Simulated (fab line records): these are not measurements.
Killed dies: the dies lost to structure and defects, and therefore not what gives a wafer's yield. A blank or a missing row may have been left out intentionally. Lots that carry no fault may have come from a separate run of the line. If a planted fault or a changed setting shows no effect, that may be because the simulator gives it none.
8D (eight disciplines) problem report, filled in by code | flow gf180mcu | the parts of the form that need people (team, actions taken, sign-off) are left out

## 1. THE PROBLEM
Mean of timeToEndpointS at GF_STI_CMP_25: 242 s across 3 wafers in 3 lots; on wafers with no fault it is 123 s (standard deviation 4.6). Relative to the usual mean, that is a shift of +26 standard deviations.
The step: polishes, stops on Si3N4, t overpolish 33 s, target thk 524.6 nm.
Earliest sighting: wafer L642.4 on cmp-01 at day 4 12:17. The record holds 43 wafers of 15 lots with a number at this step. Rule for "out", or "out of limits": more than 4 standard deviations from the usual mean. The rest of the wafers with a number are treated as sound.

## 2. WHAT IT IS; WHAT IT IS NOT
question                    | is                     | is not
which readings at this step | timeToEndpointS        | motorCurrentA, overpolishRunS
which lots                  | L642, L644, L646       | L631, L632, L634, L636, L638, L639, L640, L641, L647, L651, L652, L653
which wafers of those lots  | L642.4, L644.4, L646.1 | L642.5, L642.6, L644.2, L646.2, L646.5
read on which tools         | cmp-01                 | cmp-02
when                        | from day 4 12:17       | up to then (26 sound wafers); but 14 sound wafers of L644, L646, L647, L651, L652, L653 came after

## 3. WHAT RULES OUT EACH SUSPECT
Counting: any tool at a process step up to the reading remains a suspect provided it ran every lot that is out. Sound lots after the first of them don't rule it out here, since some wafers of a struck lot are sound.
- cmp-01 at GF_STI_CMP_25 (polishes, stops on Si3N4, t overpolish 33 s, target thk 524.6 nm): kept. Every lot that is out went through it, the first being L642 (day 4 12:17); the last sound lot it ran before that was L641 (day 4 07:41). Its own readings are out on those wafers: timeToEndpointS.
Remaining after the count: cmp-01 at GF_STI_CMP_25.

## 4. THE CAUSE (what the simulator had put in)
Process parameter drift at GF_STI_CMP_25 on cmp-01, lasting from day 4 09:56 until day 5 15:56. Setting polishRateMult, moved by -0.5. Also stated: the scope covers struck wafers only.
Counting left only this tool.

## 5. SEQUENCE OF EFFECTS, ordered by route
Rows list readings where the struck wafers' mean (over those with a number) sits beyond 3 standard deviations from the usual. Readings are gone through only where the record gives a usual standard deviation; hours: the median, over the lots, of the time from a lot's start at the first step in this table giving one to that lot's start at this step; sigmas: the change measured in usual standard deviations.
hours | step          | reading         | usual | on struck wafers | change | sigmas
0     | GF_STI_CMP_25 | timeToEndpointS | 123 s | 242              | +119   | +26
Here are the process steps it includes:
- GF_STI_CMP_25: polishes, stops on Si3N4, t overpolish 33 s, target thk 524.6 nm.
Later measuring or inspecting steps at which every struck wafer that the step has a row for has a number for every such reading, and none has moved that far: GF_V3_THK_MEAS_01, GF_V3_BOW_MEAS_05.

## 6. HOW IT WOULD HAVE BEEN CAUGHT EARLIER
In this record the first reading out of limits was taken at day 4 12:17, 2 hours after the fault began at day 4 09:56.
